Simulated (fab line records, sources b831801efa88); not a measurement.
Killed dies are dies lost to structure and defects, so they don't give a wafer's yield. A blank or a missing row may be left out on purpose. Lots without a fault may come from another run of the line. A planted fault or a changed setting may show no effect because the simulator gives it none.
fab line records | flow gf180mcu
record lots=5 wafers=15 last_day=34
route steps=602 shown M1@330 V1@335
lots that met no fault: from a run of the same line without faults
start_h: hours from the record's first day to the start of the lot's first wafer shown | wait_h: hours since the lot's step before | " the same as in the row above | L1.1+2: a row that stands for several wafers | - no value, or no start given | * or withheld: withheld | < > ~ a bound
route shown NAME@n: a module of which the file shows steps, and the number in the route of the first | usual: mean/standard deviation of fault-free wafers | same: alike in all rows | chamber/n: place in a boat | sites: the reading at each site | _std_site: their standard deviation | _edge_site: outer sites' mean less inner sites' | radius_mm: how far each site lies from the wafer's centre | mask NAME#n: copy n | behind: the tool/chamber that last shaped the wafer | hold: why the lot was held/for how many hours/how that ended | device: the transistor (n, p or np) that didn't switch | end of line: the same wafers' tests at the end of the route | a step without rows: its recipe alone | killed: dies lost to structure and defects at the first sort, not the wafer's yield | map: a wafer's dies, x killed, . not, _ none there
set.NAME: the setting as run; set.NAME@STEP: as run at that earlier step | model.NAME: the simulator's own value behind a step, which no gauge read
lots at some steps of the route; a table a step, a row a wafer
services: from which hour (start_h, from the record's first day; less than 0 if before it) a tool's chamber was out of use, for how many hours, and why
## steps
# step GF_M1_OVL_MEAS_15
# usual M1_OVL=0/6.3
# columns lot.wafer tool chamber start_h wait_h M1_OVL[nm]
L076.2 overlay-01 - 400.67 0.1 2
L076.3 " - " " 1
L076.4 " - " " 1
L077.2 overlay-01 - 410.09 0.1 -5
L077.5 " - " " -2
L077.6 " - " " -4
L090.3 overlay-02 - 524.99 0.1 3
L090.4 " - " " -5
L090.6 " - " " -6
L094.3 overlay-01 - 556.09 0.1 -9
L094.4 " - " " -19
L094.5 " - " " -21
L097.2 overlay-02 - 588.87 0.1 -3
L097.4 " - " " -4
L097.6 " - " " -4
# step GF_M1_METAL_ETCH_16
# recipe chemistry=Cl2/BCl3 mask_material=KrF target_depth_nm=627.5 stop_on=SiO2 pressure_mtorr=8 icp_w=800 bias_w=140 Cl2_flow_sccm=80 bcl3_flow_sccm=40 time_s=104.6
# usual bias_w=139.9/0.4 drypump_motor_current_A=6.0/0.41 oes_product_au=0.973/0.0067 throttle_valve_pct=28.248/0.01
# columns lot.wafer tool chamber start_h wait_h bias_w drypump_motor_current_A oes_product_au rf_hours_counter_h throttle_valve_pct
L076.2 rie_metal-02 1 400.70 0.0 139.1 6.3 0.963 10 28.246
L076.3 " 0 " " 139.5 5.4 0.978 - 28.239
L076.4 " 1 " " 139.8 6.3 0.976 - 28.254
L077.2 rie_metal-01 1 410.12 0.0 139.6 5.8 0.971 2 28.234
L077.5 " 1 " " 139.6 5.8 0.972 - 28.256
L077.6 " 0 " " 139.9 5.8 0.965 - 28.236
L090.3 rie_metal-03 1 525.05 0.1 140.6 6.7 0.986 - 28.241
L090.4 " 0 " " 139.7 6.1 0.980 - 28.254
L090.6 " 1 " " 140.0 6.7 0.980 - 28.243
L094.3 rie_metal-01 0 556.15 0.1 140.1 5.8 0.978 - 28.237
L094.4 " 1 " " 140.3 5.8 0.970 - 28.260
L094.5 " 1 " " 139.8 5.8 0.986 - 28.225
L097.2 rie_metal-02 0 588.90 0.0 140.8 5.4 0.975 1 28.268
L097.4 " 0 " " 140.7 5.4 0.980 - 28.245
L097.6 " 0 " " 139.9 5.4 0.975 - 28.245
# step GF_M1_STRIP_17
# recipe chemistry=O2/N2 power_w=1400 pressure_mtorr=1500 platen_temp_c=250 o2_flow_sccm=3000 n2_flow_sccm=300 overash_fraction=0.5
# usual drypump_motor_current_A=5.6/0.59 heater_power_w=337/28 oes_product_au=0.556/0.005 strip_time_to_endpoint_s=7.86/0.051
# columns lot.wafer tool chamber start_h wait_h drypump_motor_current_A heater_power_w oes_product_au rf_hours_counter_h strip_time_to_endpoint_s
L076.2 plasma_asher-02 1 400.81 0.1 5.2 395 0.566 29 7.94
L076.3 " 0 " " 6.2 280 0.555 - 7.86
L076.4 " 1 " " 5.2 392 0.555 - 7.92
L077.2 plasma_asher-02 1 410.23 0.1 5.2 397 0.554 30 7.83
L077.5 " 0 " " 6.2 278 0.556 - 7.84
L077.6 " 1 " " 5.2 399 0.548 - 7.88
L090.3 plasma_asher-04 1 525.16 0.1 6.4 359 0.557 - 7.87
L090.4 " 0 " " 4.8 345 0.558 - 7.89
L090.6 " 1 " " 6.4 357 0.549 - 7.87
L094.3 plasma_asher-01 1 556.26 0.1 5.5 308 0.557 - 7.92
L094.4 " 0 " " 5.7 341 0.556 - 7.87
L094.5 " 0 " " 5.7 338 0.564 - 7.85
L097.2 plasma_asher-04 0 589.01 0.1 4.7 349 0.555 81 7.86
L097.4 " 1 " " 6.4 352 0.554 - 7.82
L097.6 " 0 " " 4.7 344 0.557 - 7.78
# step GF_M1_STRIP_18
# recipe chemistry=post_etch_residue_remover time_s=1200 temp_c=72.5
# usual bath_heat_duty_pct=15.1/1.4
# columns lot.wafer tool chamber start_h wait_h bath_heat_duty_pct
L076.2 wet_bench-03 1 400.91 0.1 13.0
L076.3 " 1 " " 14.0
L076.4 " 1 " " 12.9
L077.2 wet_bench-01 0 410.33 0.1 15.1
L077.5 " 0 " " 15.5
L077.6 " 0 " " 15.3
L090.3 wet_bench-04 1 525.23 0.0 14.4
L090.4 " 1 " " 14.1
L090.6 " 1 " " 13.8
L094.3 wet_bench-04 1 556.33 0.0 15.0
L094.4 " 1 " " 16.0
L094.5 " 1 " " 15.4
L097.2 wet_bench-03 3 589.11 0.1 13.8
L097.4 " 3 " " 14.3
L097.6 " 3 " " 14.2
# step GF_M1_CLEAN_19
# recipe chemistry=DIW dry=n2_spin
# columns lot.wafer tool chamber start_h wait_h
L076.2+3+4 wet_bench-03 0 401.34 0.1
L077.2+5+6 wet_bench-04 1 410.67 0.0
L090.3+4+6 wet_bench-01 0 525.64 0.0
L094.3+4+5 wet_bench-03 2 556.67 0.0
L097.2+4+6 wet_bench-04 0 589.45 0.0
# step GF_V1_CVD_00
# recipe material=SiO2 target_thk_nm=600 sigma_open_frac=0.3 temp_c=400 time_s=100 sih4_flow_sccm=60 pressure_mtorr=6
# columns lot.wafer tool chamber start_h wait_h
L076.2+3+4 hdpcvd-01 1,2,0 401.44 0.0
L077.2+5+6 hdpcvd-01 0,0,2 410.76 0.0
L090.3+4+6 hdpcvd-01 1,0,1 525.73 0.0
L094.3+4+5 hdpcvd-02 1,0,2 556.76 0.0
L097.2+4+6 hdpcvd-01 2,0,1 589.55 0.0
# step GF_V1_THK_MEAS_01
# recipe reads=SiO2_of_V1_CVD_00
# usual V1_CVD_00_THK=598/5.7
# columns lot.wafer tool chamber start_h wait_h V1_CVD_00_THK[nm]
L076.2 film_metro-02 - 401.52 0.0 591
L076.3 " - " " 597
L076.4 " - " " 595
L077.2 film_metro-02 - 410.85 0.0 592
L077.5 " - " " 600
L077.6 " - " " 600
L090.3 film_metro-02 - 525.82 0.1 593
L090.4 " - " " 599
L090.6 " - " " 600
L094.3 film_metro-04 - 556.85 0.1 597
L094.4 " - " " 585
L094.5 " - " " 597
L097.2 film_metro-02 - 589.63 0.0 598
L097.4 " - " " 590
L097.6 " - " " 591
# step GF_V1_CVD_02
# recipe material=SiO2 target_thk_nm=850 precursor=TEOS temp_c=400 time_s=94.851 rf_w=600
# usual heater_power_w=622/110
# columns lot.wafer tool chamber start_h wait_h heater_power_w
L076.2 pecvd-04 0 401.57 0.0 613
L076.3 " 1 " " 614
L076.4 " 0 " " 488
L077.2 pecvd-04 0 410.90 0.0 509
L077.5 " 0 " " 556
L077.6 " 2 " " 704
L090.3 pecvd-01 0 525.86 0.0 675
L090.4 " 2 " " 524
L090.6 " 0 " " 541
L094.3 pecvd-02 2 556.89 0.0 745
L094.4 " 1 " " 544
L094.5 " 0 " " 502
L097.2 pecvd-04 1 589.68 0.0 657
L097.4 " 0 " " 618
L097.6 " 1 " " 527
# step GF_V1_THK_MEAS_03
# recipe reads=SiO2_of_V1_CVD_02
# usual V1_CVD_02_THK=848/11
# columns lot.wafer tool chamber start_h wait_h V1_CVD_02_THK[nm]
L076.2 film_metro-02 - 401.65 0.0 848
L076.3 " - " " 843
L076.4 " - " " 864
L077.2 film_metro-02 - 410.98 0.0 854
L077.5 " - " " 852
L077.6 " - " " 863
L090.3 film_metro-04 - 525.95 0.1 847
L090.4 " - " " 863
L090.6 " - " " 862
L094.3 film_metro-02 - 556.98 0.1 840
L094.4 " - " " 856
L094.5 " - " " 856
L097.2 film_metro-04 - 589.76 0.0 852
L097.4 " - " " 865
L097.6 " - " " 865
# step GF_V1_CMP_04
# recipe material=SiO2 down_force_psi=4 platen_rpm=60 pad_velocity_m_s=0.94248
# usual edge_zone_pressure_frac=1.000/0.0053 motor_current_A=12.1/0.9 time_to_endpoint_s=78/6.2
# columns lot.wafer tool chamber start_h wait_h edge_zone_pressure_frac motor_current_A time_to_endpoint_s
L076.2 cmp-02 1 401.75 0.1 0.991 14.1 75
L076.4 " 2 " " 1.002 11.8 81
L076.3 " 3 " " 1.010 12.5 77
L077.2 cmp-02 2 411.03 0.0 0.993 11.5 75
L077.5 " 2 " " 0.995 11.5 72
L077.6 " 3 " " 1.000 12.6 81
L090.3 cmp-01 3 526.04 0.1 0.994 11.5 74
L090.4 " 1 " " 1.009 10.5 84
L090.6 " 2 " " 1.004 12.4 90
L094.4 cmp-01 3 557.02 0.0 1.003 11.4 79
L094.3 " 1 " " 1.001 11.1 75
L094.5 " 3 " " 1.002 12.4 80
L097.4 cmp-01 1 589.91 0.1 1.002 11.1 84
L097.2 " 2 " " 1.012 12.4 85
L097.6 " 0 " " 0.999 11.6 78
# step GF_V1_BOW_MEAS_05
# recipe mode=bow
# usual V1_BOW=84/8.3
# columns lot.wafer tool chamber start_h wait_h V1_BOW[um]
L076.2 film_metro-04 - 402.04 0.2 83
L076.3 " - " " 84
L076.4 " - " " 94
L077.2 film_metro-01 - 411.35 0.3 86
L077.5 " - " " 84
L077.6 " - " " 81
L090.3 film_metro-04 - 526.33 0.2 78
L090.4 " - " " 80
L090.6 " - " " 85
L094.3 film_metro-02 - 557.36 0.2 83
L094.4 " - " " 81
L094.5 " - " " 82
L097.2 film_metro-02 - 590.13 0.1 105
L097.4 " - " " 90
L097.6 " - " " 100
# step GF_V1_DEHYDRATE_06
# recipe temp_c=200 time_s=60
# columns lot.wafer tool chamber start_h wait_h
L076.2+3+4 litho_track-03 0 413.14 11.1
L077.2+5+6 litho_track-01 0 422.88 11.5
L090.3+4+6 litho_track-03 0 537.51 11.2
L094.3+4+5 litho_track-02 0 567.85 10.5
L097.2+4+6 litho_track-01 0 599.58 9.4
# step GF_V1_HMDS_07
# recipe prime_time_s=60 prime_temp_c=120
# columns lot.wafer tool chamber start_h wait_h
L076.2+3+4 litho_track-03 0 413.29 0.1
L077.2+5+6 litho_track-01 0 423.03 0.1
L090.3+4+6 litho_track-03 0 537.66 0.1
L094.3+4+5 litho_track-02 0 568.00 0.1
L097.2+4+6 litho_track-01 0 599.73 0.1
# step GF_V1_COAT_08
# recipe resist=BARC temp_c=withheld time_s=withheld spin_rpm=withheld resist_thk_nm=withheld
# columns lot.wafer tool chamber start_h wait_h
L076.2+3+4 litho_track-03 0 413.44 0.1
L077.2+5+6 litho_track-01 0 423.18 0.1
L090.3+4+6 litho_track-03 0 537.81 0.1
L094.3+4+5 litho_track-02 0 568.15 0.1
L097.2+4+6 litho_track-01 0 599.88 0.1
# step GF_V1_COAT_09
# recipe resist=KrF spin_rpm=withheld resist_thk_nm=1000
# columns lot.wafer tool chamber start_h wait_h
L076.2+3+4 litho_track-03 0 - -
L077.2+5+6 litho_track-01 0 - -
L090.3+4+6 litho_track-03 0 - -
L094.3+4+5 litho_track-02 0 - -
L097.2+4+6 litho_track-01 0 - -
# step GF_V1_SOFTBAKE_10
# recipe temp_c=130 time_s=60 resist=KrF
# columns lot.wafer tool chamber start_h wait_h
L076.2+3+4 litho_track-03 0 - -
L077.2+5+6 litho_track-01 0 - -
L090.3+4+6 litho_track-03 0 - -
L094.3+4+5 litho_track-02 0 - -
L097.2+4+6 litho_track-01 0 - -
# step GF_V1_EXPOSE_11
# recipe mask_id=Via1 target_cd_nm=260 na=0.68 source_shape=conventional sigma_outer=0.6 dose_mj=38
# columns lot.wafer tool chamber start_h wait_h mask
L076.2+3+4 krf_scanner-02 0 - - Via1#0
L077.2+5+6 krf_scanner-01 0 - - Via1#0
L090.3+4+6 krf_scanner-02 0 - - Via1#0
L094.3+4+5 krf_scanner-02 0 - - Via1#0
L097.2+4+6 krf_scanner-02 0 - - Via1#0
# step GF_V1_PEB_12
# recipe peb_temp_c=135 peb_time_s=90 resist=KrF
# columns lot.wafer tool chamber start_h wait_h
L076.2+3+4 litho_track-01 0 - -
L077.2+5+6 litho_track-03 0 - -
L090.3+4+6 litho_track-01 0 - -
L094.3+4+5 litho_track-01 0 - -
L097.2+4+6 litho_track-02 0 - -
# step GF_V1_DEVELOP_13
# recipe develop_time_s=60 resist=KrF dev_temp_c=21
# columns lot.wafer tool chamber start_h wait_h
L076.2+3+4 litho_track-01 0 425.38 0.2
L077.2+5+6 litho_track-03 0 435.19 0.2
L090.3+4+6 litho_track-01 0 549.30 0.1
L094.3+4+5 litho_track-01 0 578.40 0.1
L097.2+4+6 litho_track-02 0 609.97 0.2
## services
# columns tool chamber start_h hours kind
hdpcvd-01 1 388.71 2.0 repair
cmp-01 - 393.35 3.1 pm
cmp-02 - 393.91 2.8 repair
krf_scanner-02 - 398.38 0.8 repair
krf_scanner-02 - 399.17 0.8 pm
cmp-01 - 404.48 4.0 pm
krf_scanner-02 - 424.62 1.0 pm
wet_bench-04 - 428.25 3.2 repair
plasma_asher-02 - 429.73 7.6 repair
cmp-01 - 443.97 1.8 repair
pecvd-04 1 456.43 5.5 repair
hdpcvd-01 - 476.64 2.3 repair
wet_bench-03 - 488.00 4.0 repair
cmp-01 - 489.91 0.4 repair
rie_metal-01 - 514.30 14.6 pm
krf_scanner-02 - 523.49 3.6 pm
krf_scanner-02 - 546.50 0.3 repair
krf_scanner-02 - 551.14 1.3 pm
cmp-01 - 576.19 0.4 repair
krf_scanner-02 - 577.29 4.0 pm
krf_scanner-02 - 593.62 1.0 pm
cmp-01 - 600.94 1.0 repair
krf_scanner-02 - 604.20 3.2 repair
pecvd-04 - 605.01 5.5 pm
## key
fault none
